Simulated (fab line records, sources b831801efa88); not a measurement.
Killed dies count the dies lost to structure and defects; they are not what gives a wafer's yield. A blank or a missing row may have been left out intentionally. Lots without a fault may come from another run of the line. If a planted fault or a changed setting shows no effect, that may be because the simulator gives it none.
Which tool is to blame?	flow sky130	Sampling: 12 lots, 36 wafers, 5 of 708 route steps

WHAT THE GAUGES SHOWED, per wafer
SKY_VT_ADJUST_NCORE_OVL_MEAS_08.
lot	measured	on	VT_ADJUST_NCORE_OVL (nm)
L433	day 9 05:38	overlay-01	0.1 -0.7 0.6
L434	day 9 06:45	overlay-01	1.7 1.5 0.4
L437	day 10 06:26	overlay-01	0.9 1.0 -0.5
L438	day 10 14:26	overlay-01	2.8 0.2 -1.4
L441	day 10 21:09	overlay-02	-1.2 0.3 0.2
L442	day 11 05:27	overlay-02	-0.8 -0.6 -0.1
L445	day 11 22:55	overlay-01	1.3 0.6 -0.6
L444	day 12 00:15	overlay-01	2.9 1.2 -0.4
L446	day 12 07:18	overlay-01	0.3 0.1 0.0
L449	day 13 10:36	overlay-02	1.8 1.0 -0.2
L454	day 15 07:14	overlay-01	2.8 1.0 1.4
L456	day 15 11:35	overlay-01	1.8 -1.0 -1.1

SKY_VT_ADJUST_NCORE_TW_MEAS_11.
lot	measured	on	VT_ADJUST_NCORE_TW
L433	day 9 05:55	filmMetro-04	217.9 219.9 218.5
L434	day 9 07:02	filmMetro-04	217.6 218.8 218.5
L437	day 10 06:44	filmMetro-02	221.3 220.2 220.5
L438	day 10 14:44	filmMetro-03	221.9 221.4 221.4
L441	day 10 21:26	filmMetro-04	218.0 218.6 218.0
L442	day 11 05:44	filmMetro-03	221.6 222.0 221.1
L445	day 11 23:12	filmMetro-03	220.4 220.7 220.9
L444	day 12 00:32	filmMetro-03	219.8 220.8 220.2
L446	day 12 07:35	filmMetro-04	218.1 219.6 219.5
L449	day 13 10:53	filmMetro-04	218.3 217.7 217.7
L454	day 15 07:32	filmMetro-03	221.0 222.8 221.9
L456	day 15 11:53	filmMetro-02	221.7 221.4 220.0

SKY_SONOS_TUNNEL_TW_MEAS_12.
lot	measured	on	SONOS_TUNNEL_TW
L433	day 12 02:55	filmMetro-04	196.6 196.8 197.2
L434	day 12 03:53	filmMetro-01	197.4 196.2 196.6
L437	day 13 07:22	filmMetro-03	198.3 198.9 199.2
L438	day 13 15:48	filmMetro-04	197.3 196.6 196.4
L441	day 13 22:02	filmMetro-04	196.1 196.2 196.7
L442	day 14 09:05	filmMetro-04	196.1 196.8 196.4
L445	day 15 04:11	filmMetro-03	199.6 199.7 199.1
L444	day 15 07:38	filmMetro-04	197.2 197.1 197.0
L446	day 15 14:04	filmMetro-01	196.7 196.3 196.3
L449	day 16 19:25	filmMetro-01	197.3 197.5 197.5
L454	day 18 21:05	filmMetro-04	140.6 141.1 141.1
L456	day 19 02:50	filmMetro-01	141.7 142.0 141.7

TOOL THAT RAN EACH LOT (tool first, then ch and the chambers of the sampled wafers, then the start)
lot	SKY_VT_ADJUST_NCORE_STRIP_10	SKY_SONOS_TUNNEL_IMPLANT_09
L433	plasmaAsher-04 ch 0,1, day 9 05:49	implanter-02 ch 0, day 12 02:19
L434	plasmaAsher-04 ch 0,1, day 9 06:56	implanter-04 ch 0, day 12 03:17
L437	plasmaAsher-02 ch 0,1, day 10 06:37	implanter-01 ch 0, day 13 06:58
L438	plasmaAsher-02 ch 0,1, day 10 14:37	implanter-04 ch 0, day 13 15:24
L441	plasmaAsher-03 ch 0,1, day 10 21:20	implanter-04 ch 0, day 13 21:37
L442	plasmaAsher-04 ch 0,1, day 11 05:40	implanter-01 ch 0, day 14 08:43
L445	plasmaAsher-04 ch 1, day 11 23:05	implanter-01 ch 0, day 15 03:33
L444	plasmaAsher-03 ch 0, day 12 00:26	implanter-01 ch 0, day 15 06:58
L446	plasmaAsher-02 ch 0,1, day 12 07:29	implanter-02 ch 0, day 15 13:38
L449	plasmaAsher-03 ch 0,1, day 13 10:47	implanter-02 ch 0, day 16 18:58
L454	plasmaAsher-03 ch 0, day 15 07:25	implanter-02 ch 0, day 18 20:42
L456	plasmaAsher-02 ch 0,1, day 15 11:46	implanter-02 ch 0, day 19 02:25
- SKY_VT_ADJUST_NCORE_STRIP_10: strips in O2/N2.
- SKY_SONOS_TUNNEL_IMPLANT_09

AS READ BY THE TOOLS THEMSELVES (means over the sampled wafers that have a number; for cases with no such wafer, the mark the record gives instead)
SKY_VT_ADJUST_NCORE_STRIP_10.
lot	tool	drypumpMotorCurrentA (A)	oesProductAu (a.u.)	stripTimeToEndpointS (s)
L433	plasmaAsher-04	6.04	0.717	14.10
L434	plasmaAsher-04	6.04	0.717	14.14
L437	plasmaAsher-02	5.77	0.715	14.16
L438	plasmaAsher-02	5.76	0.717	14.11
L441	plasmaAsher-03	5.69	0.707	14.20
L442	plasmaAsher-04	5.93	0.712	14.09
L445	plasmaAsher-04	6.15	0.715	14.19
L444	plasmaAsher-03	5.61	0.716	14.13
L446	plasmaAsher-02	5.77	0.718	14.18
L449	plasmaAsher-03	5.66	0.716	14.14
L454	plasmaAsher-03	5.62	0.713	14.22
L456	plasmaAsher-02	5.65	0.713	14.24

SKY_SONOS_TUNNEL_IMPLANT_09.
lot	tool	doseIonsCm2	faradayCurrentUA
L433	implanter-02	1.0007e+12	5.72
L434	implanter-04	9.9890e+11	5.51
L437	implanter-01	1.0001e+12	5.62
L438	implanter-04	9.9990e+11	5.71
L441	implanter-04	1.0003e+12	5.57
L442	implanter-01	1.0002e+12	5.77
L445	implanter-01	9.9923e+11	5.58
L444	implanter-01	9.9907e+11	5.67
L446	implanter-02	9.9927e+11	5.60
L449	implanter-02	1.0008e+12	5.70
L454	implanter-02	2.9797e+11	1.67
L456	implanter-02	2.9943e+11	1.70

THE ANSWER, worked out from the rows above alone
Rule: usual is defined by the lots themselves. The widest of any qualifying gaps counts: lots, ordered by their means at a reading, are off when they make up no more than a third of the lots, leave a main group of 4 or more, and stand apart from it by 3 or more times the standard deviation of that group's means. A main group whose means are all the same, to the digits that the tables above print for the reading, isn't used. Also off: a lot with no number at a reading for which 4 or more lots have one. All remaining lots with rows at the step are treated as sound. First the gauges in route order, then the tools' own readings, where a lot's mean is used as printed above. At the first step where some lot is off, the reading lying furthest off is the one used; lots without a number count as furthest.
Off: L454, L456, at SKY_SONOS_TUNNEL_TW_MEAS_12 (SONOS_TUNNEL_TW). For the main group the mean is 197.2 and the standard deviation 1.
A tool fits if, at a process step before that reading, it ran every lot that is off, and no sound lot after the first of them. Not tried: the gauges at SKY_SONOS_TUNNEL_TW_MEAS_12; whatever is off there is also off at SKY_SONOS_TUNNEL_IMPLANT_09, on other tools, and gauge error can't account for it. One fits: implanter-02 at SKY_SONOS_TUNNEL_IMPLANT_09. Its last sound lot is L449 (day 16 18:58), its first lot that is off L454 (day 18 20:42): a fault that began between those two fits.
The tool's own readings at SKY_SONOS_TUNNEL_IMPLANT_09 bear it out: on the lots that are off they differ by more than 5 times the standard deviation of the sound lots' means. doseIonsCm2 reads 2.9870e+11 there against 9.9985e+11 on the sound lots; faradayCurrentUA reads 1.69 there against 5.64 on the sound lots.

WHAT WAS PUT IN BY THE SIMULATOR
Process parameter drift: implanter-02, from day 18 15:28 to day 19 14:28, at SKY_SONOS_TUNNEL_IMPLANT_09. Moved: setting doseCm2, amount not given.
Lots struck among those shown: L454, L456. This agrees with what the rule above found.
